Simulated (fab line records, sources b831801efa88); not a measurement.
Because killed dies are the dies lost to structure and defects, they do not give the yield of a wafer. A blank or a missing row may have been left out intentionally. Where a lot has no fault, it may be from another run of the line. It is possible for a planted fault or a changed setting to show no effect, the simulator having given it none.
A struck lot beside a sound one + flow sky130 + 29 steps out of a route of 708
Sound: these wafers, L146.3, L146.5, L146.6. Wafers L158.1, L158.2, L158.4 were the ones struck. At the end, the cause is stated.
At each step with rows: each side's tool, then ch and its chambers, then its first start. Under that, the readings that differ: sound wafers + struck wafers + difference of the means + sigmas: that difference in standard deviations of wafers without a fault.
alike: words and numbers the same on both sides, and readings whose means are apart by under 2 such deviations; not compared: readings that were withheld, readings missing a value for some wafer, numbers with overlapping values and no deviation given by the record, and bounds like >300 which may hide the same value.
Wherever a step has rows on one side only, a row that says differs or no value, or a row with sigmas, the two part there. Numbers that don't overlap but have no deviation are shown without sigmas and don't part them. A reading that every wafer of one side lacks parts them only if that side has two wafers or more.

first, 9 steps without rows for these wafers: SKY_METAL3_DESCUM_15 (chemistry O2, time 8 s); SKY_METAL3_ETCH_16 (etches BARC in N2/H2, stops on SiO2, time 88.2 s, target depth 60 nm); SKY_METAL3_ETCH_17 (etches SiO2 in C4F8/O2/Ar, stops on TiN, time 3.9 s, target depth 15 nm); SKY_METAL3_METAL_ETCH_18 (etches the open film in Cl2/BCl3, stops on SiO2, target depth 845 nm, time 183.1 s); SKY_METAL3_STRIP_19 (strips in O2/N2); SKY_METAL3_STRIP_20 (strips in post etch residue remover, time 1200 s); SKY_METAL3_CLEAN_21 (cleans in IPA, time 180 s); SKY_METAL3_CLEAN_22 (cleans in O3/DIW); SKY_VIA3_HDPCVD_00 (deposits SiO2, target thk 1635 nm, time 268.6 s).
SKY_VIA3_CMP_02: polishes SiO2.
  sound on cmp-02 ch 0,3, day 40 03:49; struck on cmp-02 ch 0,2,3, day 44 02:11
  no value came back on the struck wafers for edgeZonePressureFrac, headPressurePsi (psi), motorCurrentA (A); on the sound wafers edgeZonePressureFrac reads 1.006 0.993 0.998
| reading                                 | sound             | struck         | difference | sigmas |
|-----------------------------------------|-------------------|----------------|------------|--------|
| model.SiO2_of_VIA3_HDPCVD_00.thkNm (nm) | 465.7 465.2 463.7 | 1616 1596 1625 | +1147      |        |
SKY_VIA3_BOW_MEAS_03:
  sound on filmMetro-03, day 40 04:10; struck on filmMetro-02, day 44 02:29
| reading       | sound    | struck      | difference | sigmas |
|---------------|----------|-------------|------------|--------|
| VIA3_BOW (um) | 83 76 73 | 142 144 131 | +62        | +7     |
then, 9 steps without rows for these wafers: SKY_VIA3_DEHYDRATE_04 (time 60 s); SKY_VIA3_HMDS_05 (prime time 60 s); SKY_VIA3_COAT_06 (resist thk 60 nm); SKY_VIA3_COAT_07 (resist thk 450 nm); SKY_VIA3_SOFTBAKE_08 (time 90 s); SKY_VIA3_EXPOSE_09 (exposes mask VIM3, target cd 200 nm); SKY_VIA3_PEB_10; SKY_VIA3_DEVELOP_11 (develop time 60 s); SKY_VIA3_ETCH_14 (etches BARC in N2/H2, stops on SiO2, time 45.9 s, target depth 60 nm).
SKY_VIA3_ETCH_15: etches SiO2 in C4F8/O2/Ar, stops on TiN, target depth 507 nm, time 78 s.
  sound on rieDiel-04 ch 0,1, day 41 04:49; struck on rieDiel-02 ch 1,2, day 45 00:51
| reading                        | sound             | struck            | difference | sigmas      |
|--------------------------------|-------------------|-------------------|------------|-------------|
| biasW (W)                      | 1195 1189 1194    | 1201 1198 1203    | +8         | +2          |
| oesProductAu (a.u.)            | 0.947 0.944 0.946 | 1.642 1.660 1.650 | +0.705     | +99 or more |
| model.VIA3.featureDepthNm (nm) | 465.7 465.2 463.7 | 514.5 519.8 520.2 | +53.3      |             |
| model.etch.depthNm (nm)        | 465.7 465.2 463.7 | 514.5 519.8 520.2 | +53.3      |             |
  alike: chamberPressureMTorr
  not compared: rfHoursCounterH
then, 6 steps without rows for these wafers: SKY_VIA3_STRIP_16 (strips in O2/N2); SKY_VIA3_STRIP_17 (strips in post etch residue remover, time 1200 s); SKY_VIA3_CLEAN_18 (cleans in IPA, time 180 s); SKY_VIA3_CLEAN_19 (cleans in O3/DIW); SKY_VIA3_SPUTTER_20 (material TiN, target thk 20 nm, time 80 s); SKY_VIA3_CVD_21 (deposits W, target thk 390 nm, time 117.31 s).
SKY_VIA3_CMP_24: polishes, stops on SiO2, t overpolish 20 s, target thk 0 nm.
  sound on cmp-02 ch 0,2,3, day 41 06:05; struck on cmp-02 ch 0,1,3, day 45 01:52
| reading                                 | sound             | struck         | difference | sigmas |
|-----------------------------------------|-------------------|----------------|------------|--------|
| model.SiO2_of_VIA3_HDPCVD_00.thkNm (nm) | 461.3 460.8 459.3 | 1611 1591 1620 | +1147      |        |
  alike: edgeZonePressureFrac, headPressurePsi, motorCurrentA
-- the record jumps here: 5 days lie between the struck wafers' starts before and after (it left off in module VIA3 and takes up again in module PAD_OPEN, whose first step shown is number 708 of the route) --
SKY_PAD_OPEN_PROBE_99:
  sound on prober-01, day 47 03:14; struck on prober-01, day 50 05:07
| reading                 | sound          | struck         | difference | sigmas |
|-------------------------|----------------|----------------|------------|--------|
| defectLimitedYield (%)  | 80.9 85.4 82.1 | 0 0 0          | -83        | -44    |
| killed_at_M0_to_M3      | 43 33 27       | 437 455 455    | +415       | +58    |
| killedDies              | 94 72 88       | 492 492 492    | +407       | +43    |
| killedOnRim             | 15 19 24       | 96 96 96       | +77        | +21    |
| sort_bin_5_function (%) | 11.0 8.7 11.0  | 91.1 93.9 93.7 | +82.7      | +59    |
| sortNPass               | 396 419 403    | 0 0 0          | -406       | -37    |
| sortYieldPct (%)        | 80.5 85.2 81.9 | 0 0 0          | -83        | -38    |
  alike: killed_at_M4_up, killedAtContacts, killedAtFrontEnd, killedAtOther, killedOpen, killedShort, sort_bin_3_pad_short, sort_bin_6_memory, sort_bin_8_speed

== WHERE THEY PART ==
At SKY_VIA3_CMP_02 first; at SKY_PAD_OPEN_PROBE_99 last (within this record only).

WHY: what had been put in by the simulator
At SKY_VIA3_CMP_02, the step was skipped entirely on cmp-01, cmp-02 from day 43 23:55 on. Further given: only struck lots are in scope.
